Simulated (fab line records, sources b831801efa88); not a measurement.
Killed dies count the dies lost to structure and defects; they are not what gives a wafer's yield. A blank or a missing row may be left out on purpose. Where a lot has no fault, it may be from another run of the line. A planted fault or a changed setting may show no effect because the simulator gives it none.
Struck lot and sound lot, side by side / flow sky130 / 30 steps out of a route of 708
Sound: wafers L821.4, L821.5, L821.6. Wafers L833.1, L833.2, L833.5 were the ones struck. The cause is named last.
Per side, at each step with rows, come the tool, then ch with its chambers, and then its first start. Under that, the readings that differ: sound wafers / struck wafers / difference of the means / sigmas: that difference in standard deviations of wafers without a fault.
alike: a reading whose means differ by less than 2 such deviations, as well as words and numbers matching on both sides. not compared: withheld readings; readings where some wafer has no value; bounds like >300 that might hide an equal value; numbers whose values overlap and for which the record gives no deviation.
The two part at a step that has a row with sigmas, a row that says differs or no value, or rows on one side only. When numbers do not overlap yet have no deviation, they are printed without sigmas and do not part them. A reading missing from all wafers of one side parts the sides only when that side holds two or more wafers.

SKY_PWDE_STRIP_09: strips in O2/N2.
  sound on plasma_asher-02 ch 0,1, day 4 09:47; struck on plasma_asher-03 ch 0,1, day 7 09:36
  alike: drypump_motor_current_A, oes_product_au, strip_time_to_endpoint_s
  not compared: rf_hours_counter_h
SKY_PWDE_TW_MEAS_10:
  sound on film_metro-04 at day 4 09:53; struck on film_metro-01 at day 7 09:42
reading=PWDE_TW; sound=371.6 371.5 371.3; struck=365.0 367.5 367.9; difference=-4.7; sigmas=-2
then, 7 steps without rows for these wafers: SKY_NWELL_DEHYDRATE_03 (time 60 s); SKY_NWELL_HMDS_04 (prime time 60 s); SKY_NWELL_COAT_05 (resist thk 3000 nm); SKY_NWELL_SOFTBAKE_06; SKY_NWELL_EXPOSE_07 (exposes mask NWM, target cd 840 nm); SKY_NWELL_PEB_08; SKY_NWELL_DEVELOP_09 (develop time 60 s).
SKY_NWELL_OVL_MEAS_10:
  sound on overlay-02 at day 5 01:54; struck on overlay-02 at day 8 05:41
  alike: NWELL_00_OVL
then, 2 steps without rows for these wafers: SKY_NWELL_IMPLANT_11; SKY_NWELL_IMPLANT_12.
SKY_NWELL_IMPLANT_13:
  sound on implanter-02 ch 0, day 5 02:18; struck on implanter-02 ch 0, day 8 06:01
reading=dose_ions_cm2; sound=6.995e+11 7.01e+11 6.995e+11; struck=3.153e+11 3.152e+11 3.166e+11; difference=-3.843e+11; sigmas=-99 or more
reading=faraday_current_uA; sound=3.96 3.88 3.97; struck=1.78 1.76 1.76; difference=-2.17; sigmas=-30
SKY_NWELL_STRIP_14: strips in O2/N2.
  sound on plasma_asher-04 ch 0,1, day 5 02:24; struck on plasma_asher-03 ch 0,1, day 8 06:10
  alike: drypump_motor_current_A, oes_product_au, strip_time_to_endpoint_s
  not compared: rf_hours_counter_h
SKY_NWELL_TW_MEAS_15:
  sound on film_metro-04 at day 5 02:30; struck on film_metro-03 at day 8 06:16
  alike: NWELL_TW
then, 7 steps without rows for these wafers: SKY_NWELL_DEHYDRATE_16 (time 60 s); SKY_NWELL_HMDS_17 (prime time 60 s); SKY_NWELL_COAT_18 (resist thk 3000 nm); SKY_NWELL_SOFTBAKE_19; SKY_NWELL_EXPOSE_20 (exposes mask NWM COMPLEMENT, target cd 840 nm); SKY_NWELL_PEB_21; SKY_NWELL_DEVELOP_22 (develop time 60 s).
SKY_NWELL_OVL_MEAS_23:
  sound on overlay-02 at day 5 17:35; struck on overlay-02 at day 9 02:41
  alike: NWELL_01_OVL
next, for these wafers, 1 step has no rows: SKY_NWELL_IMPLANT_24.
SKY_NWELL_STRIP_25: strips in O2/N2.
  sound on plasma_asher-04 ch 0,1, day 5 17:47; struck on plasma_asher-04 ch 0,1, day 9 02:52
  alike: drypump_motor_current_A, oes_product_au, strip_time_to_endpoint_s
  not compared: rf_hours_counter_h
SKY_NWELL_TW_MEAS_26:
  sound on film_metro-04 at day 5 17:53; struck on film_metro-03 at day 9 02:58
  alike: NWELL_2_TW
then, 1 step without rows for these wafers: SKY_NWELL_CLEAN_27 (cleans in SC1/SC2, time 150 s).
SKY_NWELL_RTA_28: time 30 s.
  sound on rtp_anneal-01 ch 0, day 5 18:01; struck on rtp_anneal-02 ch 0, day 9 03:05
  alike: lamp_power_pct, wafer_temp_C_max
SKY_NWELL_RS_MEAS_29: measures by four-point-probe.
  sound on film_metro-01 at day 5 18:07; struck on film_metro-04 at day 9 03:32
reading=NWELL_RS (ohm/sq); sound=624.5 625.3 624.6; struck=637.9 637.3 636.8; difference=+12.5; sigmas=+10
  not compared: hold
-- the record jumps here: 40 days lie between the struck wafers' starts before and after (it left off in module NWELL and takes up again in module PAD_OPEN, whose first step shown is number 708 of the route) --
SKY_PAD_OPEN_PROBE_99:
  sound on prober-02 at day 46 03:12; struck on prober-02 at day 49 13:16
reading=model.etest.nfet_16v.r_on_ohm_um; sound=1.392e+04 1.391e+04 1.388e+04; struck=1.518e+04 1.5e+04 1.512e+04; difference=+1.197e+03; sigmas=
reading=model.etest.pfet_g5v0d10v5.r_on_ohm_um; sound=4757 4707 4729; struck=4478 4484 4479; difference=-251; sigmas=
reading=model.etest.tip_p.rs_ohm_sq; sound=6954 6989 6971; struck=6657 6595 6558; difference=-368; sigmas=
reading=model.etest.tip_p_5v.rs_ohm_sq; sound=2875 2873 2871; struck=2752 2719 2744; difference=-135; sigmas=
reading=model.etest.pfet_g5v0d10v5.drive_ua_um; sound=338.8 337.3 336.1; struck=363.8 370 367.8; difference=+29.8; sigmas=
reading=model.etest.pfet_01v8_lvt.drive_ua_um; sound=174.9 173.2 173.7; struck=195.3 193.6 193.6; difference=+20.2; sigmas=
reading=model.etest.pfet_16v.drive_ua_um; sound=245.5 247.4 244; struck=264.6 263.6 264.8; difference=+18.7; sigmas=
reading=model.etest.pfet_01v8_mvt.drive_ua_um; sound=149.4 151 150.8; struck=163.8 164.8 163.8; difference=+13.7; sigmas=
  alike: killed_at_M0_to_M3, killed_at_M4_up, killed_at_contacts, killed_at_front_end, killed_at_other, killed_dies, killed_open, killed_short

## WHERE THEY PART
Last at SKY_NWELL_RS_MEAS_29 as far as this record goes, first at SKY_PWDE_TW_MEAS_10. Later steps at which nothing parts them and some readings are alike: SKY_PAD_OPEN_PROBE_99.

WHY: what had been put in by the simulator
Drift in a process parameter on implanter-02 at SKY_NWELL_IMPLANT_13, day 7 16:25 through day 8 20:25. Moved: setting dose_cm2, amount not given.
